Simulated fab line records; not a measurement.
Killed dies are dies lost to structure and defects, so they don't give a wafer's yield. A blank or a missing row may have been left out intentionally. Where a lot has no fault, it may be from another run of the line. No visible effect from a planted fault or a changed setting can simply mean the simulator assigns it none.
Split-lot experiment ; flow sky130 ; 23 wafers read from 5 lots, route of 708 steps

THE SPLIT ITSELF
At SKY_VT_ADJUST_PCH_IMPLANT_08, the setting energy-kev was moved away from the recipe's 10 on 8 of the 23 wafers read, by -5.0% to +4.2%. All remaining wafers had this setting at the recipe value.

The reading is taken at the split's own step.

THE READING
implant.rp-nm (the simulator's own value, which no gauge read), in nm, at SKY_VT_ADJUST_PCH_IMPLANT_08. There is no usual value for it anywhere in the file. Average 33.17 nm, standard deviation 0.96 nm, over the 15 wafers here run with the recipe.

wafer;tool, chamber at the split;energy-kev as run;against the recipe;implant.rp-nm, nm;against lot-mates on the recipe
L074.1;implanter-01, 0;10;recipe;32.92;-
L074.5;implanter-01, 0;10;recipe;32.92;-
L074.2;implanter-01, 0;10.16;+1.6%;33.43;+0.51
L074.3;implanter-01, 0;10.16;+1.6%;33.43;+0.51
L074.4;implanter-01, 0;10.16;+1.6%;33.43;+0.51
L075.1;implanter-03, 0;10;recipe;32.62;-
L075.3;implanter-03, 0;10;recipe;32.62;-
L075.2;implanter-03, 0;9.496;-5.0%;31.27;-1.35
L075.4;implanter-03, 0;9.496;-5.0%;31.27;-1.35
L075.5;implanter-03, 0;9.496;-5.0%;31.27;-1.35
L077.1;implanter-03, 0;10;recipe;34.46;-
L077.2;implanter-03, 0;10;recipe;34.46;-
L077.3;implanter-03, 0;10;recipe;34.46;-
L077.5;implanter-03, 0;10;recipe;34.46;-
L077.6;implanter-03, 0;10;recipe;34.46;-
L078.3;implanter-01, 0;10;recipe;32.74;-
L078.4;implanter-01, 0;10;recipe;32.74;-
L078.5;implanter-01, 0;10;recipe;32.74;-
L080.1;implanter-01, 0;10;recipe;31.97;-
L080.2;implanter-01, 0;10;recipe;31.97;-
L080.4;implanter-01, 0;10;recipe;31.97;-
L080.3;implanter-01, 0;10.42;+4.2%;33.29;+1.32
L080.5;implanter-01, 0;10.42;+4.2%;33.29;+1.32

THE FIT
A straight line over all 23 wafers: implant.rp-nm changes by +0.257 nm for each +1% of energy-kev; r = +0.57; the points scatter about the line by 0.88 nm.
The same after taking each lot's own level away (the mean of its wafers on the recipe; 23 wafers): +0.285 nm for each +1%; r = +1.00; scatter 0.045 nm.
On that fit, the largest move of energy-kev shifts the reading by 1.4 nm.
Across the lots, their own levels run from 31.970 to 34.460 nm, a range of 2.6 times the standard deviation given above.
So the lot-to-lot level blurs the effect unless lot-mates are compared.
Check: for one of the wafers moved furthest among these (-5.0%), held out of the fit, the line's prediction against its lot-mates is -1.43 nm. It came out at -1.35 nm against them.

OTHER SPLITS ON THESE WAFERS
Note: prior to the reading, these wafers also went through further splits. Each is held against what the fit with the lots' levels taken away leaves over:
other split on the same wafers;wafers away from the commonest value;r with implant.rp-nm (lot level and that fit taken away)
SKY_VT_ADJUST_LVTN_SOFTBAKE_03 temp-c;10;+0.06
SKY_VT_ADJUST_LVTN_IMPLANT_08 energy-kev;9;-0.20
SKY_VT_ADJUST_NCORE_DEVELOP_06 dev-temp-c;7;-0.06
SKY_VT_ADJUST_HVTR_COAT_02 spin-rpm;11;-0.20

THE WHOLE CHAIN: every reading that the file lists as answering this split, in the file's order
step;what it does;reading;change (the file's fit);r (the file's)
SKY_VT_ADJUST_PCH_IMPLANT_08;;implant.drp-nm (the simulator's own value, which no gauge read);+0.12 nm for each +1% of the setting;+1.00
SKY_VT_ADJUST_PCH_IMPLANT_08;;implant.rp-nm (the simulator's own value, which no gauge read);+0.289 nm for each +1% of the setting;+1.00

FILE'S OWN FIT
implant.rp-nm changes by +0.289 nm for each +1% of energy-kev, r = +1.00.
